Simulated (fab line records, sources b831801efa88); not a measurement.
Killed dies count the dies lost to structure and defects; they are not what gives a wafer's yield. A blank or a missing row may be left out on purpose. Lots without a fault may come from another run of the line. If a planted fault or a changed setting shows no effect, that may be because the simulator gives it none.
Struck lot and sound lot, side by side -- flow gf180mcu -- 21 steps out of a route of 602
Sound: wafers L739.1, L739.3, L739.6. The struck wafers were L728.3, L728.4, L728.5. At the end, the cause is stated.
Order at every step that has rows: each side's tool, ch and its chambers, its first start. Under that, the readings that differ: sound wafers -- struck wafers -- difference of the means -- sigmas: that difference in standard deviations of wafers without a fault.
alike: readings with means less than 2 such deviations apart, plus words and numbers identical on both sides. not compared: withheld readings, readings lacking a value on some wafer, bounds such as >300 that could conceal the same value, and numbers that have no deviation in the record and whose values overlap.
A row with sigmas, a row that says differs or no value, or rows on one side alone: a step with any of these is where the two part. When numbers do not overlap yet have no deviation, they are printed without sigmas and do not part them. A reading missing from all wafers of one side parts the sides only when that side holds two or more wafers.

first, 3 steps without rows for these wafers: GF_MVPSD_EXPOSE_04 (exposes mask MVPSD, target cd 1000 nm); GF_MVPSD_PEB_05; GF_MVPSD_DEVELOP_06 (develop time 60 s).
GF_MVPSD_OVL_MEAS_07:
  sound on overlay-01, day 8 12:41; struck on overlay-02, day 5 18:50
  alike: MVPSD_OVL
then, 2 steps without rows for these wafers: GF_MVPSD_IMPLANT_08; GF_MVPSD_IMPLANT_09.
GF_MVPSD_STRIP_10: strips in O2/N2.
  sound on plasmaAsher-04 ch 0,1, day 8 13:01; struck on plasmaAsher-02 ch 0,1, day 5 19:12
  alike: drypumpMotorCurrentA, heaterPowerW, oesProductAu, stripTimeToEndpointS
  not compared: rfHoursCounterH
GF_MVPSD_TW_MEAS_11:
  sound on filmMetro-03, day 8 13:07; struck on filmMetro-04, day 5 19:17
reading,sound,struck,difference,sigmas
MVPSD_TW,556 560 556,544 541 541,-15,-3
then, 4 steps without rows for these wafers: GF_VT_IMPLANT_DEHYDRATE_00 (time 60 s); GF_VT_IMPLANT_HMDS_01 (prime time 60 s); GF_VT_IMPLANT_COAT_02 (resist thk 1000 nm); GF_VT_IMPLANT_SOFTBAKE_03 (time 60 s).
GF_VT_IMPLANT_EXPOSE_04: exposes mask LVPWELL LV AREA, target cd 600 nm.
  sound on ilineStepper-01 ch 0, day 8 21:52; struck on ilineStepper-02 ch 0, day 6 02:32
reading,sound,struck,difference,sigmas
mask,LVPWELL_LV_AREA#0 LVPWELL_LV_AREA#0 LVPWELL_LV_AREA#0,MVSD#0 MVSD#0 MVSD#0,differs,
then, 2 steps without rows for these wafers: GF_VT_IMPLANT_PEB_05; GF_VT_IMPLANT_DEVELOP_06 (develop time 60 s).
GF_VT_IMPLANT_OVL_MEAS_07:
  sound on overlay-02, day 9 06:13; struck on overlay-01, day 6 09:45
reading,sound,struck,difference,sigmas
VT_IMPLANT_OVL (nm),1.8 -0.1 0.7,- - -,no value on the struck wafers,
following that, these wafers have no rows for 1 step: GF_VT_IMPLANT_IMPLANT_08.
GF_VT_IMPLANT_STRIP_09: strips in O2/N2.
  sound on plasmaAsher-04 ch 0,1, day 9 06:25; struck on plasmaAsher-01 ch 0,1, day 6 09:57
  alike: drypumpMotorCurrentA, heaterPowerW, oesProductAu, stripTimeToEndpointS
  not compared: rfHoursCounterH
GF_VT_IMPLANT_TW_MEAS_10:
  sound on filmMetro-03, day 9 06:31; struck on filmMetro-04, day 6 10:02
reading,sound,struck,difference,sigmas
VT_IMPLANT_TW,565 564 565,29 29 29,-536,-80
then, 1 step without rows for these wafers: GF_VT_IMPLANT_DEHYDRATE_11 (time 60 s).
GF_PASSIVATION_PROBE_99:
  the record has rows for the sound wafers here (prober-02, day 33 00:19) and none for the struck ones

WHERE THEY PART
First at GF_MVPSD_TW_MEAS_11; last, within this record, at GF_PASSIVATION_PROBE_99.

WHY: whatever the simulator had introduced
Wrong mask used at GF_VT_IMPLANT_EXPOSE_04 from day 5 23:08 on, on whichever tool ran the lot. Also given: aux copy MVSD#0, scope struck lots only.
